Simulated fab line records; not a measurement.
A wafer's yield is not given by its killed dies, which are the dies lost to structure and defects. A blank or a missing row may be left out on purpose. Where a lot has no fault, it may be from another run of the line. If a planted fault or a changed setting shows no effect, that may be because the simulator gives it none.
Which of the tools did it? / flow gf180mcu / 13 lots with 39 wafers sampled at 6 steps, on a route of 602 steps

## WHAT THE GAUGES READ, wafer by wafer
GF_STI_THK_MEAS_22. Usual: for STI_OXIDATION_01_THK the level is 15.02 nm and the standard deviation is 0.26.
lot=L507; measured=day 2 03:47; on=film-metro-02; STI_OXIDATION_01_THK (nm)=14.67 15.06 15.05; flag=
lot=L508; measured=day 2 10:15; on=film-metro-01; STI_OXIDATION_01_THK (nm)=14.78 14.93 14.60; flag=
lot=L509; measured=day 2 16:38; on=film-metro-02; STI_OXIDATION_01_THK (nm)=15.04 15.29 15.06; flag=
lot=L511; measured=day 3 01:14; on=film-metro-02; STI_OXIDATION_01_THK (nm)=15.17 14.92 15.13; flag=
lot=L513; measured=day 3 12:36; on=film-metro-02; STI_OXIDATION_01_THK (nm)=15.22 15.15 14.96; flag=
lot=L514; measured=day 3 16:16; on=film-metro-02; STI_OXIDATION_01_THK (nm)=14.64 14.87 14.86; flag=
lot=L515; measured=day 3 20:32; on=film-metro-02; STI_OXIDATION_01_THK (nm)=14.71 14.59 14.46; flag=
lot=L517; measured=day 4 07:22; on=film-metro-04; STI_OXIDATION_01_THK (nm)=15.10 15.27 15.00; flag=
lot=L520; measured=day 4 22:47; on=film-metro-04; STI_OXIDATION_01_THK (nm)=15.28 15.40 15.41; flag=
lot=L521; measured=day 5 05:22; on=film-metro-04; STI_OXIDATION_01_THK (nm)=14.89 14.77 15.00; flag=
lot=L523; measured=day 5 14:03; on=film-metro-04; STI_OXIDATION_01_THK (nm)=14.71 14.93 14.62; flag=
lot=L524; measured=day 5 18:53; on=film-metro-04; STI_OXIDATION_01_THK (nm)=15.08 15.19 15.04; flag=
lot=L530; measured=day 7 03:32; on=film-metro-02; STI_OXIDATION_01_THK (nm)=15.30 15.06 15.19; flag=

GF_STI_THK_MEAS_24. Usual: for STI_CVD_23_THK the level is 624 nm and the standard deviation is 8.8.
lot=L507; measured=day 2 03:56; on=film-metro-02; STI_CVD_23_THK (nm)=628 603 626; flag=
lot=L508; measured=day 2 10:23; on=film-metro-02; STI_CVD_23_THK (nm)=632 633 610; flag=
lot=L509; measured=day 2 16:46; on=film-metro-02; STI_CVD_23_THK (nm)=619 633 620; flag=
lot=L511; measured=day 3 01:23; on=film-metro-02; STI_CVD_23_THK (nm)=615 629 628; flag=
lot=L513; measured=day 3 12:44; on=film-metro-04; STI_CVD_23_THK (nm)=631 632 618; flag=
lot=L514; measured=day 3 16:24; on=film-metro-01; STI_CVD_23_THK (nm)=623 631 618; flag=
lot=L515; measured=day 3 20:40; on=film-metro-01; STI_CVD_23_THK (nm)=633 618 630; flag=
lot=L517; measured=day 4 07:31; on=film-metro-01; STI_CVD_23_THK (nm)=613 623 632; flag=
lot=L520; measured=day 4 22:55; on=film-metro-02; STI_CVD_23_THK (nm)=631 626 629; flag=
lot=L521; measured=day 5 05:30; on=film-metro-02; STI_CVD_23_THK (nm)=628 622 626; flag=
lot=L523; measured=day 5 14:11; on=film-metro-01; STI_CVD_23_THK (nm)=616 624 616; flag=
lot=L524; measured=day 5 19:01; on=film-metro-04; STI_CVD_23_THK (nm)=622 631 619; flag=
lot=L530; measured=day 7 03:40; on=film-metro-02; STI_CVD_23_THK (nm)=626 628 639; flag=

GF_MVSD_TW_MEAS_11. Usual: for MVSD_TW the level is 1587 and the standard deviation is 9.9.
lot=L507; measured=day 4 11:17; on=film-metro-03; MVSD_TW=1591 1595 1597; flag=
lot=L508; measured=day 4 20:26; on=film-metro-04; MVSD_TW=1580 1574 1583; flag=
lot=L509; measured=day 5 01:52; on=film-metro-01; MVSD_TW=1572 1589 1587; flag=
lot=L511; measured=day 5 12:20; on=film-metro-04; MVSD_TW=1576 1578 1586; flag=
lot=L513; measured=day 6 00:58; on=film-metro-03; MVSD_TW=1601 1594 1602; flag=
lot=L514; measured=day 6 04:58; on=film-metro-03; MVSD_TW=1606 1607 1591; flag=
lot=L515; measured=day 6 10:46; on=film-metro-03; MVSD_TW=1606 1596 1600; flag=
lot=L517; measured=day 6 22:40; on=film-metro-01; MVSD_TW=1566 1567 1582; flag=
lot=L520; measured=day 7 15:16; on=film-metro-03; MVSD_TW=1603 1603 1597; flag=
lot=L521; measured=day 7 21:13; on=film-metro-01; MVSD_TW=1587 1583 1574; flag=
lot=L523; measured=day 8 08:26; on=film-metro-03; MVSD_TW=1228 1232 1219 1230 1226 1230; flag=OFF
lot=L524; measured=day 8 13:22; on=film-metro-03; MVSD_TW=1590 1586 1595; flag=
lot=L530; measured=day 10 02:34; on=film-metro-03; MVSD_TW=1233 1235 1228 1230 1233 1232; flag=OFF

GF_MVPSD_OVL_MEAS_07. Usual: for MVPSD_OVL the level is 0.2 nm and the standard deviation is 1.3.
lot=L507; measured=day 5 00:41; on=overlay-01; MVPSD_OVL (nm)=-2.6 -0.6 0.0; flag=
lot=L508; measured=day 5 10:48; on=overlay-01; MVPSD_OVL (nm)=-2.0 -0.8 -1.4; flag=
lot=L509; measured=day 5 16:11; on=overlay-01; MVPSD_OVL (nm)=0.4 -0.6 1.5; flag=
lot=L511; measured=day 6 03:08; on=overlay-02; MVPSD_OVL (nm)=0.2 0.2 0.9; flag=
lot=L513; measured=day 6 16:19; on=overlay-02; MVPSD_OVL (nm)=-0.1 0.0 0.3; flag=
lot=L514; measured=day 6 19:59; on=overlay-01; MVPSD_OVL (nm)=0.1 2.7 1.8; flag=
lot=L515; measured=day 7 02:13; on=overlay-01; MVPSD_OVL (nm)=0.6 0.4 1.1; flag=
lot=L517; measured=day 7 14:28; on=overlay-02; MVPSD_OVL (nm)=0.4 1.4 1.0; flag=
lot=L520; measured=day 8 06:56; on=overlay-01; MVPSD_OVL (nm)=-0.2 -0.9 1.3; flag=
lot=L521; measured=day 8 13:51; on=overlay-02; MVPSD_OVL (nm)=-0.6 0.3 -2.3; flag=
lot=L523; measured=day 9 01:38; on=overlay-02; MVPSD_OVL (nm)=0.6 1.9 1.4; flag=
lot=L524; measured=day 9 06:23; on=overlay-01; MVPSD_OVL (nm)=-1.8 -1.8 -2.1; flag=
lot=L530; measured=day 10 21:25; on=overlay-01; MVPSD_OVL (nm)=-0.3 1.4 -0.1; flag=

GF_VT_IMPLANT_RS_MEAS_46: measurement is done with a four-point probe. Usual: for MVSD_RS the level is 456.1 ohm/sq and the standard deviation is 1.2.
lot=L507; measured=day 7 14:04; on=film-metro-01; MVSD_RS (ohm/sq)=456.8 456.4 456.9; flag=
lot=L508; measured=day 8 01:58; on=film-metro-04; MVSD_RS (ohm/sq)=455.6 456.6 455.2; flag=
lot=L509; measured=day 8 06:44; on=film-metro-04; MVSD_RS (ohm/sq)=456.4 455.8 456.0; flag=
lot=L511; measured=day 8 21:34; on=film-metro-01; MVSD_RS (ohm/sq)=457.3 456.2 456.4; flag=
lot=L513; measured=day 9 11:17; on=film-metro-04; MVSD_RS (ohm/sq)=458.3 457.9 457.9; flag=
lot=L514; measured=day 9 15:32; on=film-metro-03; MVSD_RS (ohm/sq)=455.3 454.9 455.3; flag=
lot=L515; measured=day 9 23:47; on=film-metro-03; MVSD_RS (ohm/sq)=454.1 457.2 456.9; flag=
lot=L517; measured=day 10 13:58; on=film-metro-01; MVSD_RS (ohm/sq)=456.7 457.0 457.4; flag=
lot=L520; measured=day 11 09:05; on=film-metro-01; MVSD_RS (ohm/sq)=456.8 456.5 457.2; flag=
lot=L521; measured=day 11 15:44; on=film-metro-04; MVSD_RS (ohm/sq)=456.5 455.8 456.5; flag=
lot=L523; measured=day 12 04:44; on=film-metro-04; MVSD_RS (ohm/sq)=746.0 745.7 746.6 746.0 746.3 747.2; flag=OFF
lot=L524; measured=day 12 09:58; on=film-metro-03; MVSD_RS (ohm/sq)=454.0 454.2 455.3; flag=
lot=L530; measured=day 14 05:38; on=film-metro-04; MVSD_RS (ohm/sq)=745.3 744.3 745.9 743.3 744.4 746.5; flag=OFF

## EACH LOT AND THE TOOL THAT RAN IT (in order: tool; ch and the chambers of the sampled wafers; start)
lot=L507; GF_MVSD_IMPLANT_08=implanter-02 ch 0, day 4 10:55
lot=L508; GF_MVSD_IMPLANT_08=implanter-02 ch 0, day 4 20:04
lot=L509; GF_MVSD_IMPLANT_08=implanter-02 ch 0, day 5 01:29
lot=L511; GF_MVSD_IMPLANT_08=implanter-03 ch 0, day 5 11:58
lot=L513; GF_MVSD_IMPLANT_08=implanter-03 ch 0, day 6 00:35
lot=L514; GF_MVSD_IMPLANT_08=implanter-03 ch 0, day 6 04:35
lot=L515; GF_MVSD_IMPLANT_08=implanter-03 ch 0, day 6 10:23
lot=L517; GF_MVSD_IMPLANT_08=implanter-03 ch 0, day 6 22:16
lot=L520; GF_MVSD_IMPLANT_08=implanter-02 ch 0, day 7 14:53
lot=L521; GF_MVSD_IMPLANT_08=implanter-02 ch 0, day 7 20:50
lot=L523; GF_MVSD_IMPLANT_08=implanter-02 ch 0, day 8 08:03
lot=L524; GF_MVSD_IMPLANT_08=implanter-04 ch 0, day 8 12:58
lot=L530; GF_MVSD_IMPLANT_08=implanter-02 ch 0, day 10 02:10
- GF_MVSD_IMPLANT_08

## AS READ BY THE TOOLS THEMSELVES (means over the sampled wafers that have a number; for cases with no such wafer, the mark the record gives instead)
GF_MVSD_IMPLANT_08. Usual: dose-ions-cm2 1.6005e+13, standard deviation 1.7e+10; faraday-current-uA 90.0, standard deviation 1.8.
lot=L507 tool=implanter-02 dose-ions-cm2=1.6009e+13 faraday-current-uA=90.5 flag=
lot=L508 tool=implanter-02 dose-ions-cm2=1.5998e+13 faraday-current-uA=92.5 flag=
lot=L509 tool=implanter-02 dose-ions-cm2=1.5995e+13 faraday-current-uA=90.1 flag=
lot=L511 tool=implanter-03 dose-ions-cm2=1.6021e+13 faraday-current-uA=90.7 flag=
lot=L513 tool=implanter-03 dose-ions-cm2=1.6022e+13 faraday-current-uA=88.3 flag=
lot=L514 tool=implanter-03 dose-ions-cm2=1.5983e+13 faraday-current-uA=88.4 flag=
lot=L515 tool=implanter-03 dose-ions-cm2=1.5992e+13 faraday-current-uA=90.0 flag=
lot=L517 tool=implanter-03 dose-ions-cm2=1.5999e+13 faraday-current-uA=89.7 flag=
lot=L520 tool=implanter-02 dose-ions-cm2=1.6019e+13 faraday-current-uA=89.8 flag=
lot=L521 tool=implanter-02 dose-ions-cm2=1.5983e+13 faraday-current-uA=91.5 flag=
lot=L523 tool=implanter-02 dose-ions-cm2=5.9073e+12 faraday-current-uA=33.5 flag=OFF
lot=L524 tool=implanter-04 dose-ions-cm2=1.6011e+13 faraday-current-uA=89.9 flag=
lot=L530 tool=implanter-02 dose-ions-cm2=5.9037e+12 faraday-current-uA=33.2 flag=OFF

## THE ANSWER, worked out from the rows above alone
Rule: take the mean of a lot's wafers that have a number; if it is more than 3 standard deviations from the usual mean, the lot is off. Also off: a lot with no number at a reading for which 4 or more lots have one. Where the step has rows for the other lots, those lots are counted as sound. Order of review: gauges by route order, followed by the tools' own readings, for which a lot's mean as printed above is used. At the first step where some lot is off, the reading lying furthest off is the one used; lots without a number count as furthest.
Off: L523, L530, seen at GF_MVSD_TW_MEAS_11 (MVSD_TW).
If a tool, at a process step before that reading, ran all the lots that are off and no sound lot after the first of them, it fits. Not tried: the gauges at GF_MVSD_TW_MEAS_11; whatever is off there is also off at GF_VT_IMPLANT_RS_MEAS_46, on other tools, and gauge error can't account for it. One candidate fits, namely implanter-02 at GF_MVSD_IMPLANT_08. Its last sound lot is L521 (day 7 20:50), its first lot that is off L523 (day 8 08:03): a fault that began between those two fits.
The tool's own readings at GF_MVSD_IMPLANT_08 bear it out: on the lots that are off they differ by more than 5 times the standard deviation of the sound lots' means. dose-ions-cm2 reads 5.9055e+12 there against 1.6003e+13 on the sound lots; faraday-current-uA reads 33.4 there against 90.1 on the sound lots.

## WHAT THE SIMULATOR PUT IN
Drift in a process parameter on implanter-02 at GF_MVSD_IMPLANT_08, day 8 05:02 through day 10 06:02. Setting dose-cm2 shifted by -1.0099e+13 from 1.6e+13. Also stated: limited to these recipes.
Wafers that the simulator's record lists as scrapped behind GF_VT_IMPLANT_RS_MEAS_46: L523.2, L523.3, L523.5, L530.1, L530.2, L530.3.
Lots struck among those shown: L523, L530. The rule above reached the same finding.
